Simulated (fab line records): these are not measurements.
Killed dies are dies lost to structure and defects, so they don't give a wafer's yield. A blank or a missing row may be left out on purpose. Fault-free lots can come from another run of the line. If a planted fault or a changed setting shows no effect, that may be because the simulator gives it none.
Which tool is to blame?    flow sky130    24 lots, 72 wafers sampled, at 5 steps of a route of 708

WHAT THE GAUGES SHOWED, per wafer
SKY_SD_P_OVL_MEAS_08. Usual: SD_P_OVL 0.8 nm, standard deviation 1.4.
lot   measured      on          SD_P_OVL (nm)   flag
L074  day 25 07:09  overlay-01  2.5 1.0 0.3     
L075  day 25 20:04  overlay-01  -1.8 -0.5 -0.1  
L076  day 26 04:19  overlay-01  3.3 1.3 0.4     
L077  day 26 15:41  overlay-01  1.1 2.1 0.8     
L078  day 26 23:52  overlay-02  0.8 0.1 -0.1    
L079  day 27 11:30  overlay-01  0.1 -1.9 -1.1   
L080  day 27 23:34  overlay-02  2.3 1.8 1.1     
L081  day 28 06:09  overlay-02  0.6 0.4 -0.4    
L082  day 28 12:06  overlay-01  2.7 2.4 4.6     
L083  day 28 14:43  overlay-02  0.1 -0.5 -0.3   
L084  day 29 06:45  overlay-02  -0.1 -0.4 0.8   
L085  day 29 15:44  overlay-01  0.3 0.0 1.7     
L086  day 29 18:40  overlay-02  2.5 2.7 2.6     
L087  day 30 03:53  overlay-01  -0.3 2.4 0.3    
L088  day 30 09:31  overlay-01  -2.0 0.8 -1.3   
L089  day 30 13:52  overlay-02  1.8 1.9 1.1     
L090  day 31 06:55  overlay-02  1.6 2.7 3.4     
L091  day 31 08:12  overlay-02  0.4 -0.7 0.0    
L092  day 31 19:48  overlay-01  2.1 1.3 0.1     
L093  day 32 00:43  overlay-02  3.8 2.6 2.4     
L094  day 32 10:13  overlay-02  0.0 -0.7 1.3    
L095  day 32 18:48  overlay-02  -0.4 2.0 1.0    
L096  day 33 06:50  overlay-01  0.1 -1.3 -0.9   
L097  day 33 14:13  overlay-02  0.3 0.7 1.2     

SKY_METAL1_RS_MEAS_05: a four-point-probe measurement. Usual: METAL1_ALCU_RS 0.1278 ohm/sq, standard deviation 0.0016.
lot   measured      on             METAL1_ALCU_RS (ohm/sq)  flag
L074  day 31 13:55  film_metro-03  0.1275 0.1272 0.1274     
L075  day 32 03:08  film_metro-02  0.1293 0.1284 0.1310     
L076  day 32 12:02  film_metro-02  0.1270 0.1288 0.1294     
L077  day 32 20:19  film_metro-03  0.1289 0.1289 0.1285     
L078  day 33 04:15  film_metro-03  0.1283 0.1270 0.1276     
L079  day 33 15:10  film_metro-04  0.1284 0.1275 0.1276     
L080  day 34 01:02  film_metro-04  0.1262 0.1258 0.1272     
L081  day 34 07:29  film_metro-04  0.1283 0.1300 0.1315     
L082  day 34 15:05  film_metro-02  0.1276 0.1276 0.1251     
L083  day 34 15:28  film_metro-02  0.1266 0.1288 0.1276     
L084  day 35 07:11  film_metro-02  0.1282 0.1294 0.1274     
L085  day 35 14:25  film_metro-02  0.1290 0.1289 0.1280     
L086  day 35 17:58  film_metro-03  0.1239 0.1285 0.1241     
L087  day 36 00:15  film_metro-04  0.1310 0.1293 0.1308     
L088  day 36 04:41  film_metro-03  0.1274 0.1270 0.1295     
L089  day 36 08:55  film_metro-04  0.1251 0.1277 0.1264     
L090  day 37 01:46  film_metro-04  0.1269 0.1302 0.1272     
L091  day 37 02:39  film_metro-04  0.1284 0.1254 0.1265     
L092  day 37 13:02  film_metro-03  0.1286 0.1276 0.1256     
L093  day 37 18:59  film_metro-02  0.1273 0.1300 0.1282     
L094  day 38 03:52  film_metro-02  0.1268 0.1293 0.1279     
L095  day 38 11:23  film_metro-03  0.1294 0.1267 0.1279     
L096  day 39 00:47  film_metro-02  0.1291 0.1252 0.1287     
L097  day 39 05:40  film_metro-02  0.1243 0.1252 0.1260     

SKY_CAPM_THK_MEAS_04: measures by xrf. Usual: CAPM_TIN_THK 196.9 nm, standard deviation 2.6.
lot   measured      on             CAPM_TIN_THK (nm)  flag
L074  day 36 07:20  film_metro-03  191.8 195.0 190.9  
L075  day 36 21:38  film_metro-02  196.9 196.6 198.1  
L076  day 37 02:25  film_metro-02  197.0 196.5 197.7  
L077  day 37 11:50  film_metro-03  198.9 196.4 199.2  
L078  day 37 19:58  film_metro-04  197.2 197.7 196.0  
L079  day 38 05:37  film_metro-03  198.4 198.2 194.0  
L080  day 38 13:41  film_metro-04  195.3 197.8 199.6  
L081  day 38 21:07  film_metro-04  195.6 196.3 196.7  
L082  day 39 04:25  film_metro-02  193.8 197.2 198.0  
L083  day 39 05:51  film_metro-04  199.4 196.7 199.9  
L084  day 39 18:32  film_metro-04  194.3 193.3 197.7  
L085  day 40 02:10  film_metro-04  196.5 200.5 197.8  
L086  day 40 07:06  film_metro-02  197.3 198.8 194.8  
L087  day 40 12:08  film_metro-02  197.5 193.5 193.1  
L088  day 40 15:36  film_metro-03  196.7 195.6 199.3  
L089  day 40 18:16  film_metro-02  199.9 197.9 195.7  
L090  day 41 10:50  film_metro-02  197.5 194.5 198.0  
L091  day 41 11:58  film_metro-02  199.1 201.1 200.2  
L092  day 41 21:36  film_metro-04  197.4 196.8 198.5  
L093  day 42 03:50  film_metro-02  197.2 195.7 195.7  
L094  day 42 12:47  film_metro-03  196.2 193.8 197.3  
L095  day 42 18:37  film_metro-04  199.5 201.2 201.5  
L096  day 43 07:13  film_metro-03  196.0 198.9 197.8  
L097  day 43 11:02  film_metro-04  193.3 192.9 198.1  

TOOL THAT RAN EACH LOT (tool first, then ch and the chambers of the sampled wafers, then the start)
lot   SKY_METAL1_SPUTTER_02         SKY_METAL2_SPUTTER_02
L074  pvd_sputter-02, day 31 13:49  pvd_sputter-03, day 33 23:41
L075  pvd_sputter-04, day 32 03:02  pvd_sputter-04, day 34 11:23
L076  pvd_sputter-02, day 32 11:53  pvd_sputter-03, day 34 19:26
L077  pvd_sputter-04, day 32 20:11  pvd_sputter-04, day 35 04:21
L078  pvd_sputter-02, day 33 04:07  pvd_sputter-03, day 35 12:16
L079  pvd_sputter-03, day 33 15:04  pvd_sputter-01, day 35 22:34
L080  pvd_sputter-04, day 34 00:57  pvd_sputter-01, day 36 08:17
L081  pvd_sputter-04, day 34 07:23  pvd_sputter-03, day 36 14:12
L082  pvd_sputter-04, day 34 14:59  pvd_sputter-03, day 36 22:24
L083  pvd_sputter-02, day 34 15:22  pvd_sputter-03, day 36 22:45
L084  pvd_sputter-02, day 35 07:06  pvd_sputter-03, day 37 13:35
L085  pvd_sputter-02, day 35 14:18  pvd_sputter-03, day 37 20:46
L086  pvd_sputter-03, day 35 17:50  pvd_sputter-03, day 38 02:03
L087  pvd_sputter-04, day 36 00:08  pvd_sputter-03, day 38 06:44
L088  pvd_sputter-02, day 36 04:33  pvd_sputter-03, day 38 11:03
L089  pvd_sputter-02, day 36 08:49  pvd_sputter-03, day 38 13:35
L090  pvd_sputter-03, day 37 01:40  pvd_sputter-03, day 39 07:41
L091  pvd_sputter-03, day 37 02:34  pvd_sputter-03, day 39 08:14
L092  pvd_sputter-02, day 37 12:56  pvd_sputter-04, day 39 17:38
L093  pvd_sputter-04, day 37 18:53  pvd_sputter-03, day 40 00:02
L094  pvd_sputter-04, day 38 03:44  pvd_sputter-03, day 40 08:38
L095  pvd_sputter-02, day 38 11:17  pvd_sputter-03, day 40 15:28
L096  pvd_sputter-03, day 39 00:42  pvd_sputter-01, day 41 04:41
L097  pvd_sputter-02, day 39 05:34  pvd_sputter-03, day 41 08:31
- SKY_METAL1_SPUTTER_02: material AlCu, target thk 250 nm, time 13.3 s.
- SKY_METAL2_SPUTTER_02: material AlCu, target thk 250 nm, time 13.3 s.

WHAT THE TOOLS THEMSELVES READ (means of the sampled wafers that have a number; where no wafer has one, the mark that the record gives instead)
SKY_METAL1_SPUTTER_02. Usual: throttle_valve_pct reads 29.4 % (standard deviation 1.3).
lot   tool            throttle_valve_pct (%)  flag
L074  pvd_sputter-02  29.8                    
L075  pvd_sputter-04  28.6                    
L076  pvd_sputter-02  29.3                    
L077  pvd_sputter-04  28.9                    
L078  pvd_sputter-02  29.3                    
L079  pvd_sputter-03  30.6                    
L080  pvd_sputter-04  28.0                    
L081  pvd_sputter-04  29.3                    
L082  pvd_sputter-04  28.9                    
L083  pvd_sputter-02  29.4                    
L084  pvd_sputter-02  29.3                    
L085  pvd_sputter-02  29.2                    
L086  pvd_sputter-03  31.8                    
L087  pvd_sputter-04  29.7                    
L088  pvd_sputter-02  28.8                    
L089  pvd_sputter-02  29.0                    
L090  pvd_sputter-03  29.6                    
L091  pvd_sputter-03  30.2                    
L092  pvd_sputter-02  29.3                    
L093  pvd_sputter-04  29.0                    
L094  pvd_sputter-04  28.8                    
L095  pvd_sputter-02  30.2                    
L096  pvd_sputter-03  30.2                    
L097  pvd_sputter-02  28.9                    

SKY_METAL2_SPUTTER_02. Usual: throttle_valve_pct reads 30.3 % (standard deviation 1.3).
lot   tool            throttle_valve_pct (%)  flag
L074  pvd_sputter-03  31.5                    
L075  pvd_sputter-04  28.6                    
L076  pvd_sputter-03  30.3                    
L077  pvd_sputter-04  28.4                    
L078  pvd_sputter-03  29.5                    
L079  pvd_sputter-01  28.8                    
L080  pvd_sputter-01  29.3                    
L081  pvd_sputter-03  31.2                    
L082  pvd_sputter-03  30.3                    
L083  pvd_sputter-03  30.3                    
L084  pvd_sputter-03  31.2                    
L085  pvd_sputter-03  31.1                    
L086  pvd_sputter-03  30.4                    
L087  pvd_sputter-03  29.6                    
L088  pvd_sputter-03  30.2                    
L089  pvd_sputter-03  30.0                    
L090  pvd_sputter-03  31.5                    
L091  pvd_sputter-03  30.7                    
L092  pvd_sputter-04  29.8                    
L093  pvd_sputter-03  30.5                    
L094  pvd_sputter-03  30.8                    
L095  pvd_sputter-03  30.7                    
L096  pvd_sputter-01  29.6                    
L097  pvd_sputter-03  32.1                    

THE ANSWER, worked out from the rows above alone
Rule: a lot counts as off when the mean over its wafers that have a number is more than 3 standard deviations away from the usual mean. A lot without any number at a reading at which 4 lots or more have one is off too. All remaining lots with rows at the step are treated as sound. The gauges are gone through in route order, then the tools' own readings, and for those a lot's mean is taken as printed above. The first step at which some lot is off is used, and at that step the reading that is off furthest; a lot without a number counts as furthest.
Across all readings shown, no lot is off: no conclusion can be drawn from this.

WHAT THE SIMULATOR HAD INSERTED
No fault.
